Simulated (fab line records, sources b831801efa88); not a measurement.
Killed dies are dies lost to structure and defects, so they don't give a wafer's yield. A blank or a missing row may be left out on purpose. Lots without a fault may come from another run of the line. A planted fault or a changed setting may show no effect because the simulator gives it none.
Which tool did it? | flow sky130 | 12 lots, 36 wafers sampled, at 1 step of a route of 708

WHAT THE GAUGES READ, wafer by wafer
SKY_CAP2M_OVL_MEAS_12.
lot  | measured     | on         | CAP2M_OVL (nm)
L075 | day 42 13:28 | overlay-02 | -1.5 -1.5 0.3
L077 | day 43 18:34 | overlay-01 | 2.4 3.5 2.4
L079 | day 44 05:50 | overlay-01 | 1.4 0.9 0.9
L081 | day 44 18:38 | overlay-01 | 3.3 3.0 3.4
L083 | day 45 08:29 | overlay-01 | 0.1 -1.6 -1.8
L085 | day 45 23:17 | overlay-02 | -3.5 -4.6 -3.0
L087 | day 46 09:19 | overlay-02 | -1.8 -1.2 -1.2
L089 | day 46 18:08 | overlay-02 | -2.7 -2.8 -2.6
L091 | day 47 13:42 | overlay-01 | -0.7 0.0 0.1
L092 | day 47 22:30 | overlay-02 | 1.8 0.8 1.2
L095 | day 48 09:57 | overlay-01 | 1.3 -1.7 -1.2
L097 | day 48 16:38 | overlay-02 | 0.1 0.3 0.0

WHICH TOOL RAN EACH LOT (tool, then ch and the chambers of the sampled wafers, then the start)
The record holds no process step before these readings.

THE ANSWER, worked out from the rows above alone
Rule: what is usual is taken from the lots themselves. Put in order of their means at a reading, lots are off if they are a third of the lots or fewer, leave a main group of 4 or more, and stand apart from it by a gap of 3 or more times the standard deviation of the main group's means; of several such gaps the widest counts. A main group whose means are all the same, to the digits that the tables above print for the reading, isn't used. A lot without any number at a reading at which 4 lots or more have one is off too. The other lots that the step has rows for count as sound.
No lot is off at any reading shown: from this, nothing can be told.

WHAT THE SIMULATOR HAD PUT IN
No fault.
